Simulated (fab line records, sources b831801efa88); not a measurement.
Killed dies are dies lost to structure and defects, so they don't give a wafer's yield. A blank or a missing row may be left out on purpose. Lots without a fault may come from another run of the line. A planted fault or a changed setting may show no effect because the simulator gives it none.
A struck lot beside a sound one | flow sky130 | 14 steps out of a route of 708
Sound: wafers L556.2, L556.4, L556.6. Struck: wafers L541.5, L541.6. (L541.4 of the same lot was not struck and is left out.) The cause comes at the end.
At each step with rows: each side's tool, then ch and its chambers, then its first start. Under that, the readings that differ: sound wafers | struck wafers | difference of the means | sigmas: that difference in standard deviations of wafers without a fault.
alike: readings whose means differ by less than 2 such deviations, and words and numbers that are the same on both sides. not compared: withheld readings, readings that some wafer has no value for, bounds like >300 that may hide the same value, and numbers for which the record gives no deviation and whose values overlap.
The two part at a step that has a row with sigmas, a row that says differs or no value, or rows on one side only. Numbers that don't overlap but have no deviation are shown without sigmas and don't part them. A reading that every wafer of one side lacks parts them only if that side has two wafers or more.

SKY_VIA2_CD_MEAS_12: target cd 200 nm.
  sound on cd_sem-01, day 42 08:08; struck on cd_sem-02, day 38 00:25
  alike: cd_nm
SKY_VIA2_OVL_MEAS_13:
  sound on overlay-02, day 42 08:14; struck on overlay-02, day 38 00:30
  alike: VIA2_OVL
SKY_VIA2_ETCH_14: etches BARC in N2/H2, stops on SiO2, time 45.9 s, target depth 60 nm.
  sound on rie_diel-03 ch 0,2,3, day 42 08:16; struck on rie_diel-02 ch 2,3, day 38 00:31
  alike: drypump_motor_current_A, oes_product_au, throttle_valve_pct
  not compared: rf_hours_counter_h
then, 1 step without rows for these wafers: SKY_VIA2_ETCH_15 (etches SiO2 in C4F8/O2/Ar, stops on TiN, target depth 546 nm, time 84 s).
SKY_VIA2_STRIP_16: strips in O2/N2.
  sound on plasma_asher-04 ch 1, day 42 08:22; struck on plasma_asher-04 ch 0,1, day 38 00:39
  alike: drypump_motor_current_A, o2_flow_sccm, oes_product_au, strip_time_to_endpoint_s
  not compared: rf_hours_counter_h
then, 3 steps without rows for these wafers: SKY_VIA2_STRIP_17 (strips in post etch residue remover, time 1200 s); SKY_VIA2_CLEAN_18 (cleans in IPA, time 180 s); SKY_VIA2_CLEAN_19 (cleans in O3/DIW).
SKY_VIA2_SPUTTER_20: material TiN, target thk 20 nm, time 80 s.
  sound on pvd_sputter-01, day 42 08:58; struck on pvd_sputter-02, day 38 01:37
  alike: cathode_dc_power_W, throttle_valve_pct
SKY_VIA2_CVD_21: deposits W, target thk 420 nm, time 126.4 s.
  sound on cvd_w-02 ch 0,1, day 42 09:01; struck on cvd_w-01 ch 0,1, day 38 01:43
  alike: heater_power_w
SKY_VIA2_RS_MEAS_22: measures by four-point-probe.
  sound on film_metro-02, day 42 09:10; struck on film_metro-03, day 38 01:52
  alike: VIA2_W_RS
SKY_VIA2_THK_MEAS_23: measures by xrf.
  sound on film_metro-02, day 42 09:17; struck on film_metro-03, day 38 01:58
  alike: VIA2_W_THK
SKY_VIA2_CMP_24: polishes, stops on SiO2, t overpolish 20 s, target thk 0 nm.
  sound on cmp-01 ch 0,3, day 42 09:30; struck on cmp-01 ch 1,2, day 38 02:18
  reading                | sound                | struck      | difference | sigmas
  overpolish_run_s (s)   | 19.990 20.006 19.987 | 0.038 0.041 | -19.955    | -99 or more
  time_to_endpoint_s (s) | 99 103 104           | 157 156     | +54        | +14
  alike: motor_current_A
SKY_METAL3_SPUTTER_00: material Ti, target thk 15 nm, time 10 s.
  the record has rows for the sound wafers here (pvd_sputter-04, day 42 09:45) and none for the struck ones

WHERE THEY PART
First at SKY_VIA2_CMP_24; last, within this record, at SKY_METAL3_SPUTTER_00.

WHY: what the simulator had put in
Process parameter drift: cmp-01, from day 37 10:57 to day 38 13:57, at SKY_VIA2_CMP_24. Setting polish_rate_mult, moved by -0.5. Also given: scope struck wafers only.
